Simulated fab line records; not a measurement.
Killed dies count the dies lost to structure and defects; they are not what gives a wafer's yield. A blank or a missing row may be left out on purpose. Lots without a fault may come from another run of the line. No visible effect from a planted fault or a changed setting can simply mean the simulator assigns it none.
Problem report, 8D (eight disciplines) form, completed by code | flow sky130 | the parts of the form that need people (team, actions taken, sign-off) are left out

## 1. PROBLEM STATEMENT
Wafers free of any fault read 1364 (standard deviation 13) for VT_ADJUST_HVTP_TW at SKY_VT_ADJUST_HVTP_TW_MEAS_11, against a mean of 1151 on 6 wafers of 2 lots. That puts it -16 standard deviations away from the usual mean.
The first sign was on wafer L443.3 at day 11 08:37, on film metro-04. At this step, 39 wafers from 13 lots have a number in the record. Rule for "out", or "out of limits": more than 4 standard deviations from the usual mean. Any other wafer with a number is counted as sound.

## 2. WHAT IT IS; WHAT IT IS NOT
question                    | is                     | is not
which readings at this step | VT_ADJUST_HVTP_TW      | -
which lots                  | L443, L444             | L423, L424, L425, L427, L429, L433, L434, L435, L436, L437, L446
which wafers of those lots  | all that have a number | -
read on which gauges        | film metro-04          | film metro-01, film metro-02
when                        | from day 11 08:37      | up to then (30 sound wafers); but 3 sound wafers of L446 came after

## 3. THE SUSPECTS, EACH WITH WHAT RULES IT OUT
Counting: any tool at a process step up to the reading is kept as a suspect provided that every lot that is out went through it and no sound lot did after the first of them.
- the gauge at SKY_VT_ADJUST_HVTP_TW_MEAS_11: ruled out. All the wafers that are out were read on film metro-04, but those of them that SKY_VT_ADJUST_HVTP_IMPLANT_09 has rows for are out there too, on other tools.
- implanter-04 at SKY_VT_ADJUST_HVTP_IMPLANT_09: kept. It processed each lot that is out, first L443 at day 11 08:23, and no sound lot thereafter; up to then, the last sound lot it processed was L435 at day 9 07:56. On those wafers its own readings are out: dose ions cm2, faraday current uA.
After counting, what remains is implanter-04 at SKY_VT_ADJUST_HVTP_IMPLANT_09.

## 4. THE CAUSE (what the simulator had put in)
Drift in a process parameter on implanter-04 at SKY_VT_ADJUST_HVTP_IMPLANT_09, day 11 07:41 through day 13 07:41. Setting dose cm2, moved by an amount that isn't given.
The count eliminated every tool but this one.

## 5. SEQUENCE OF EFFECTS, ordered by route
Rows list readings where the struck wafers' mean (over those with a number) sits beyond 3 standard deviations from the usual. Only readings for which the record gives a usual standard deviation are gone through. hours: the time from each lot's start at the first step in this table that gives one to its start at this step, as a median over the lots. sigmas: the change in usual standard deviations.
hours | step                          | reading            | usual   | on struck wafers | change   | sigmas
0     | SKY_VT_ADJUST_HVTP_IMPLANT_09 | dose ions cm2      | 4.3e+12 | 2.6e+12          | -1.7e+12 | -99 or more
0     | SKY_VT_ADJUST_HVTP_IMPLANT_09 | faraday current uA | 24.3    | 14.6             | -9.8     | -19
0     | SKY_VT_ADJUST_HVTP_TW_MEAS_11 | VT_ADJUST_HVTP_TW  | 1364    | 1151             | -213     | -16
It contains these process steps:
- SKY_VT_ADJUST_HVTP_IMPLANT_09
Later steps that measure or inspect, where all struck wafers having a row at the step show a number for every such reading and not one has moved that far: SKY_VT_ADJUST_NCORE_CD_MEAS_07, SKY_POLY_CUT_CD_MEAS_08.

## 6. HOW IT WOULD HAVE BEEN CAUGHT EARLIER
In this record the first reading out of limits at a measuring or inspecting step was taken at day 11 08:37, 1 hour after the fault began at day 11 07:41.
The tool's own readings at SKY_VT_ADJUST_HVTP_IMPLANT_09 were out on every struck wafer that the step has a row for (dose ions cm2, faraday current uA): an alarm limit on them would have fired on the first of those.
Of the lots that are out (2), L444 began SKY_VT_ADJUST_HVTP_IMPLANT_09 on implanter-04 after day 11 08:37. It would have been spared by a hold on the tool at that moment.
